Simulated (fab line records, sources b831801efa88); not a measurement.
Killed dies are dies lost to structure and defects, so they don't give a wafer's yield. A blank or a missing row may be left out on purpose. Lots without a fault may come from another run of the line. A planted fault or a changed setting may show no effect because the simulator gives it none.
Chamber matching | flow sky130 | SKY_CONTACT_CVD_00 on pecvd-02: 3 sister chambers
The step deposits Si3N4, target thk 75 nm. 17 wafers are shown with their chamber, then 8 later ones without.

WAFERS WITH THEIR CHAMBER
wafer  | chamber | heater_power_w (W) | rf_fwd_power_W (W)
L544.2 | 0       | 639                | 445.1
L544.3 | 1       | 543                | 445.2
L544.5 | 2       | 573                | 442.2
L546.2 | 0       | 700                | 441.4
L546.4 | 2       | 604                | 443.7
L546.6 | 1       | 643                | 447.4
L547.1 | 2       | 579                | 443.9
L547.5 | 1       | 652                | 445.5
L547.6 | 2       | 580                | 446.3
L548.1 | 1       | 583                | 447.4
L548.3 | 0       | 642                | 442.9
L548.4 | 0       | 653                | 440.8
L550.4 | 1       | 588                | 444.7
L550.6 | 0       | 691                | 443.7
L551.4 | 0       | 632                | 441.6
L551.6 | 1       | 650                | 447.2
L561.4 | 2       | 571                | 444.3

SIGNATURES (means of the wafers above)
reading        | chamber 0 | chamber 1 | chamber 2 | scatter within a chamber
heater_power_w | 659.50    | 609.83    | 581.40    | 32.7
rf_fwd_power_W | 442.583   | 446.233   | 444.080   | 1.45
Rule: a wafer's distance from a chamber is the root of the sum, over the readings, of the square of ((its reading less the chamber's mean) divided by the reading's scatter). The wafer belongs to the nearest chamber; if the next one is less than 2 further off, it can't be placed. The scatter: the root of (the sum of the squares of (reading less its chamber's mean) over the shown wafers, divided by (wafers less chambers)).

WAFERS WITHOUT THEIR CHAMBER
wafer  | heater_power_w (W) | rf_fwd_power_W (W)
L561.5 | 618                | 446.0
L561.6 | 749                | 443.0
L563.4 | 597                | 442.8
L563.5 | 708                | 445.1
L563.6 | 650                | 444.1
L564.1 | 530                | 445.0
L564.4 | 551                | 442.2
L564.5 | 614                | 448.1

WHICH CHAMBER EACH WENT THROUGH
wafer  | from the rows above          | in truth
L561.5 | can't be placed: 1 or 2      | 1
L561.6 | 0                            | 0
L563.4 | can't be placed: 2 or 0 or 1 | 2
L563.5 | can't be placed: 0 or 1 or 2 | 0
L563.6 | can't be placed: 0 or 1 or 2 | 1
L564.1 | can't be placed: 2 or 1      | 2
L564.4 | can't be placed: 2 or 1 or 0 | 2
L564.5 | can't be placed: 1 or 2      | 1
Placed correctly: 1 of 8. Can't be placed from these rows: 7 (the true chamber is among the candidates in 7). Placed wrongly: 0.
